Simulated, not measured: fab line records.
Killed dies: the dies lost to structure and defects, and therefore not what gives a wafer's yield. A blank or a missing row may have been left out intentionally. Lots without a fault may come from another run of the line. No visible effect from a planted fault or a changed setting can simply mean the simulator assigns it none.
A single fault, viewed from 2 desks	flow sky130	only its own numbers are on each desk; what lay behind them is given at the end

== FOR THE TOOL OWNER'S DESK: implanter-02 ==
SKY_LDD_HVP_IMPLANT_08, tool's own readings: per-lot mean of the sampled wafers with a number, covering each lot this tool ran. The brackets show how far a lot's mean lies from the usual mean; more than 4 standard deviations puts the lot out of limits, marked OUT.
Columns: A = beam-energy-keV at SKY_LDD_HVP_IMPLANT_08, usual 20.001; B = dose-ions-cm2 at SKY_LDD_HVP_IMPLANT_08, usual 1.6995e+13; C = faraday-current-uA at SKY_LDD_HVP_IMPLANT_08, usual 96.2
lot	first seen here	A	B	C
L988	day 25 17:37	20.002	1.1387e+13 (-99 or more) OUT	65.1 (-14) OUT
L989	day 26 00:13	20.002	1.1414e+13 (-99 or more) OUT	63.8 (-15) OUT
L100	day 29 13:14	20.006	1.6987e+13	97.2
L101	day 29 23:39	20.000	1.6983e+13	96.3
This desk's verdict: out of limits on L988, L989, starting with L988 at day 25 17:37 (dose-ions-cm2 at SKY_LDD_HVP_IMPLANT_08). Within limits: L100, L101.

== METROLOGY DESK ==
What the gauges read for every lot (on any tool): the sampled wafers with a number, averaged. The brackets show how far a lot's mean lies from the usual mean; more than 4 standard deviations puts the lot out of limits, marked OUT.
Columns: A = GATE_OXIDE_TW at SKY_GATE_OXIDE_TW_MEAS_14, usual 224.6; B = POLY_GATE_CVD_00_THK at SKY_POLY_GATE_THK_MEAS_01, usual 180.8 nm; C = cd-nm at SKY_POLY_GATE_CD_MEAS_13, usual 149.7 nm; D = LDD_HVP_TW at SKY_LDD_HVP_TW_MEAS_10, usual 458.6
lot	first seen here	A	B	C	D
L978	day 13 23:01	225.0	180.4	151.0	462.0
L979	day 14 02:52	225.7	181.6	149.8	458.2
L980	day 14 10:41	226.6	181.1	146.1	458.3
L981	day 15 08:50	226.3	178.5	151.3	459.4
L988	day 17 13:46	225.0	181.2	150.7	405.2 (-22) OUT
L989	day 17 16:25	220.4	182.2	149.0	406.1 (-22) OUT
L991	day 18 11:26	224.3	179.9	149.6	460.1
L992	day 19 03:14	225.3	182.9	148.8	455.7
L997	day 20 11:47	224.1	181.2	149.9	460.0
L100	day 21 20:01	226.4	180.6	148.6	459.9
L101	day 22 06:34	225.9	179.0	149.6	459.1
This desk's result: L988, L989 out of limits, first on L988 (LDD_HVP_TW at SKY_LDD_HVP_TW_MEAS_10), day 25 17:50. Within limits: L978, L979, L980, L981, L991, L992, L997, L100, L101.

== BROUGHT TOGETHER ==
The tool owner's desk had the chance to raise an alarm at day 25 17:37 on L988, L989.
Metrology desk: alarm possible at day 25 17:50 on L988, L989.
On implanter-02, each named lot ran SKY_LDD_HVP_IMPLANT_08.

== WHAT HAD BEEN PUT IN BY THE SIMULATOR ==
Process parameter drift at SKY_LDD_HVP_IMPLANT_08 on implanter-02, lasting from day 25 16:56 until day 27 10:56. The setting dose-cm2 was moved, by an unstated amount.
Struck lots among those shown: L988, L989.
Fault start to first reading out of limits, in hours, per desk: tool owner, 1; metrology, 1.
